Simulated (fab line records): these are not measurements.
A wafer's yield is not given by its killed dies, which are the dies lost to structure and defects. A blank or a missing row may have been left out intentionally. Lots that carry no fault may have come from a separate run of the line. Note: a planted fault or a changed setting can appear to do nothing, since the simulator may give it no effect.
A lot that was struck, set against a sound lot -- flow sky130 -- 42 steps out of a route of 708
Sound: these wafers, L426.2, L426.4, L426.5. Wafers L428.2, L428.4, L428.6 were the ones struck. The cause comes at the end.
At each step with rows: each side's tool, then ch and its chambers, then its first start. Under that, the readings that differ: sound wafers -- struck wafers -- difference of the means -- sigmas: that difference in standard deviations of wafers without a fault.
alike: a reading whose means differ by less than 2 such deviations, as well as words and numbers matching on both sides. not compared: withheld readings; readings where some wafer has no value; bounds like >300 that might hide an equal value; numbers whose values overlap and for which the record gives no deviation.
Wherever a step has rows on one side only, a row that says differs or no value, or a row with sigmas, the two part there. Numbers that have no deviation but don't overlap get no sigmas and don't part them. A reading that every wafer of one side lacks parts them only if that side has two wafers or more.

first, 1 step without rows for these wafers: SKY_DNWELL_IMPLANT_07.
SKY_DNWELL_STRIP_08: strips in O2/N2.
  sound on plasmaAsher-02 ch 0,1, day 4 03:02; struck on plasmaAsher-04 ch 0, day 4 12:29
reading,sound,struck,difference,sigmas
drypumpMotorCurrentA (A),6.6 6.1 6.6,4.7 4.7 4.7,-1.7,-3
  alike: chamberPressureMTorr, oesProductAu, stripTimeToEndpointS
  not compared: rfHoursCounterH
SKY_DNWELL_TW_MEAS_09:
  sound: filmMetro-02 at day 4 03:09; struck: filmMetro-04 at day 4 12:36
  alike: DNWELL_TW
then, 7 steps without rows for these wafers: SKY_PWDE_DEHYDRATE_00 (time 60 s); SKY_PWDE_HMDS_01 (prime time 60 s); SKY_PWDE_COAT_02 (resist thk 3000 nm); SKY_PWDE_SOFTBAKE_03; SKY_PWDE_EXPOSE_04 (exposes mask PWDEM, target cd 840 nm); SKY_PWDE_PEB_05; SKY_PWDE_DEVELOP_06 (develop time 60 s).
SKY_PWDE_OVL_MEAS_07:
  sound: overlay-02 at day 4 20:26; struck: overlay-01 at day 5 04:38
reading,sound,struck,difference,sigmas
PWDE_OVL (nm),4.4 4.5 3.9,0.6 1.5 0.4,-3.4,-2
then, 1 step without rows for these wafers: SKY_PWDE_IMPLANT_08.
SKY_PWDE_STRIP_09: strips in O2/N2.
  sound on plasmaAsher-02 ch 0,1, day 4 20:37; struck on plasmaAsher-01 ch 0,1, day 5 04:49
  alike: chamberPressureMTorr, drypumpMotorCurrentA, oesProductAu, stripTimeToEndpointS
  not compared: rfHoursCounterH
SKY_PWDE_TW_MEAS_10:
  sound: filmMetro-03 at day 4 20:44; struck: filmMetro-04 at day 5 04:56
  alike: PWDE_TW
then, 7 steps without rows for these wafers: SKY_NWELL_DEHYDRATE_03 (time 60 s); SKY_NWELL_HMDS_04 (prime time 60 s); SKY_NWELL_COAT_05 (resist thk 3000 nm); SKY_NWELL_SOFTBAKE_06; SKY_NWELL_EXPOSE_07 (exposes mask NWM, target cd 840 nm); SKY_NWELL_PEB_08; SKY_NWELL_DEVELOP_09 (develop time 60 s).
SKY_NWELL_OVL_MEAS_10:
  sound: overlay-01 at day 5 14:17; struck: overlay-02 at day 5 23:30
  alike: NWELL_00_OVL
then, 3 steps without rows for these wafers: SKY_NWELL_IMPLANT_11; SKY_NWELL_IMPLANT_12; SKY_NWELL_IMPLANT_13.
SKY_NWELL_STRIP_14: strips in O2/N2.
  sound on plasmaAsher-01 ch 1, day 5 14:46; struck on plasmaAsher-01 ch 1, day 5 23:59
reading,sound,struck,difference,sigmas
stripTimeToEndpointS (s),36.79 36.91 36.84,36.99 37.17 36.95,+0.19,+2
  alike: chamberPressureMTorr, drypumpMotorCurrentA, oesProductAu
  not compared: rfHoursCounterH
SKY_NWELL_TW_MEAS_15:
  sound: filmMetro-02 at day 5 14:53; struck: filmMetro-03 at day 6 00:05
  alike: NWELL_TW
then, 7 steps without rows for these wafers: SKY_NWELL_DEHYDRATE_16 (time 60 s); SKY_NWELL_HMDS_17 (prime time 60 s); SKY_NWELL_COAT_18 (resist thk 3000 nm); SKY_NWELL_SOFTBAKE_19; SKY_NWELL_EXPOSE_20 (exposes mask NWM COMPLEMENT, target cd 840 nm); SKY_NWELL_PEB_21; SKY_NWELL_DEVELOP_22 (develop time 60 s).
SKY_NWELL_OVL_MEAS_23:
  sound: overlay-02 at day 6 09:12; struck: overlay-02 at day 6 18:15
reading,sound,struck,difference,sigmas
NWELL_01_OVL (nm),-2.5 -3.1 -3.4,0.8 -0.1 0.2,+3.3,+3
then, 1 step without rows for these wafers: SKY_NWELL_IMPLANT_24.
SKY_NWELL_STRIP_25: strips in O2/N2.
  sound on plasmaAsher-04 ch 0,1, day 6 09:23; struck on plasmaAsher-04 ch 0,1, day 6 18:26
  alike: chamberPressureMTorr, drypumpMotorCurrentA, oesProductAu, stripTimeToEndpointS
  not compared: rfHoursCounterH
SKY_NWELL_TW_MEAS_26:
  sound: filmMetro-04 at day 6 09:29; struck: filmMetro-04 at day 6 18:32
  alike: NWELL_2_TW
then, 1 step without rows for these wafers: SKY_NWELL_CLEAN_27 (cleans in SC1/SC2, time 150 s).
SKY_NWELL_RTA_28: time 30 s.
  sound on rtpAnneal-01 ch 0, day 6 09:39; struck on rtpAnneal-01 ch 0, day 6 18:39
  alike: lampPowerPct, wafer_temp_C_max
SKY_NWELL_RS_MEAS_29: the measuring method here is four-point-probe.
  sound: filmMetro-03 at day 6 09:46; struck: filmMetro-03 at day 6 18:46
  alike: NWELL_RS
-- the record jumps here: 41 days lie between the struck wafers' starts before and after (it left off in module NWELL and takes up again in module PAD_OPEN, whose first step shown is number 708 of the route) --
SKY_PAD_OPEN_PROBE_99:
  only the struck wafers here have rows in the record (prober-02, day 47 12:23); the sound ones have none

## WHERE THEY PART
Last at SKY_PAD_OPEN_PROBE_99 as far as this record goes, first at SKY_DNWELL_STRIP_08.

WHY: what had been put in by the simulator
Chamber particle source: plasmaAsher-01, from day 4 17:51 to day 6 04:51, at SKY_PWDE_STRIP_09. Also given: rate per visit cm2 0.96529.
